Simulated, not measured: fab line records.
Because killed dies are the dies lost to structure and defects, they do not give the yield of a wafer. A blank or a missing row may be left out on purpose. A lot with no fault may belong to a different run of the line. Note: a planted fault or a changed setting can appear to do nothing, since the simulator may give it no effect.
What tool caused it? | flow gf180mcu | 7 lots, 21 wafers sampled, at 2 steps of a route of 602

WHAT THE GAUGES READ, wafer by wafer
GF_V2_THK_MEAS_03.
lot  | measured     | on            | V2_CVD_02_THK (nm)
L226 | day 20 13:15 | film-metro-01 | 848 847 857
L229 | day 21 16:50 | film-metro-04 | 866 861 871
L231 | day 22 16:35 | film-metro-01 | 843 846 858
L239 | day 25 09:31 | film-metro-03 | 849 857 865
L242 | day 26 07:06 | film-metro-03 | 860 855 863
L244 | day 26 20:22 | film-metro-04 | 839 855 853
L246 | day 27 09:33 | film-metro-01 | 854 865 857

WHAT TOOL EACH LOT RAN ON (gives the tool, then ch and the chambers of the sampled wafers, and finally the start)
lot  | GF_STI_WET_ETCH_17
L226 | wet-bench-01 ch 1, day 2 16:57
L229 | wet-bench-02 ch 3, day 3 08:31
L231 | wet-bench-02 ch 2, day 3 19:49
L239 | wet-bench-02 ch 0, day 5 13:17
L242 | wet-bench-02 ch 2, day 6 04:18
L244 | wet-bench-01 ch 0, day 6 15:55
L246 | wet-bench-04 ch 3, day 7 00:57
- GF_STI_WET_ETCH_17: etches Si3N4 in H3PO4, target depth 45 nm, time 514 s.

THE ANSWER, worked out from the rows above alone
Rule: what is usual is taken from the lots themselves. Put in order of their means at a reading, lots are off if they are a third of the lots or fewer, leave a main group of 4 or more, and stand apart from it by a gap of 3 or more times the standard deviation of the main group's means; of several such gaps the widest counts. A main group whose means are all the same, to the digits that the tables above print for the reading, isn't used. A lot without any number at a reading at which 4 lots or more have one is off too. All remaining lots with rows at the step are treated as sound.
Across all readings shown, no lot is off: no conclusion can be drawn from this.

WHAT WAS PUT IN BY THE SIMULATOR
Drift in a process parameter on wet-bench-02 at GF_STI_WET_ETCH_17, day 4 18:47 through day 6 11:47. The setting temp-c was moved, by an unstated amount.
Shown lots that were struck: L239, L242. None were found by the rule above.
